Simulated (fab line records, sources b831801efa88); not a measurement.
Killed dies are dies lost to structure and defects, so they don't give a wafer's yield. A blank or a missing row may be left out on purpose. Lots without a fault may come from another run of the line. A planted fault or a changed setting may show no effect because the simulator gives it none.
Chamber matching | flow gf180mcu | GF_CONTACT_CMP_27 on cmp-01: 4 sister chambers
The step polishes, stops on SiO2, t overpolish 15 s, target thk 0 nm. 8 wafers are shown with their chamber, then 7 later ones without.

WAFERS WITH THEIR CHAMBER
wafer  | chamber | motor_current_A (A) | overpolish_run_s (s)
L586.4 | 0       | 10.8                | 14.997
L596.3 | 0       | 10.4                | 14.997
L598.2 | 2       | 9.9                 | 15.004
L601.2 | 1       | 10.8                | 15.012
L601.3 | 2       | 10.4                | 15.024
L601.5 | 3       | 9.8                 | 15.008
L602.1 | 3       | 9.8                 | 15.001
L602.2 | 1       | 11.2                | 15.006

WAFERS WITHOUT THEIR CHAMBER
wafer  | motor_current_A (A) | overpolish_run_s (s)
L602.4 | 10.4                | 15.001
L604.2 | 10.1                | 15.009
L604.3 | 11.0                | 14.998
L604.6 | 10.4                | 14.999
L605.1 | 10.8                | 15.011
L605.2 | 10.7                | 15.000
L605.5 | 11.3                | 14.990

WHICH CHAMBER EACH WENT THROUGH
wafer  | from the rows above               | in truth
L602.4 | can't be placed: 0 or 2 or 3 or 1 | 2
L604.2 | can't be placed: 2 or 3 or 0      | 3
L604.3 | can't be placed: 1 or 0           | 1
L604.6 | can't be placed: 0 or 2 or 3 or 1 | 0
L605.1 | can't be placed: 1 or 0 or 2      | 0
L605.2 | can't be placed: 0 or 1           | 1
L605.5 | can't be placed: 1 or 0           | 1
Placed correctly: 0 of 7. Can't be placed from these rows: 7 (the true chamber is among the candidates in 7). Placed wrongly: 0.
How it was worked out, from the rows above alone: a wafer's distance from a chamber is the root of the sum, over the readings, of the square of ((its reading less the chamber's mean) divided by the reading's scatter). The wafer belongs to the nearest chamber; if the next one is less than 2 further off, it can't be placed. A chamber's mean is the mean of its shown wafers. The scatter: the root of (the sum of the squares of (reading less its chamber's mean) over the shown wafers, divided by (wafers less chambers)).
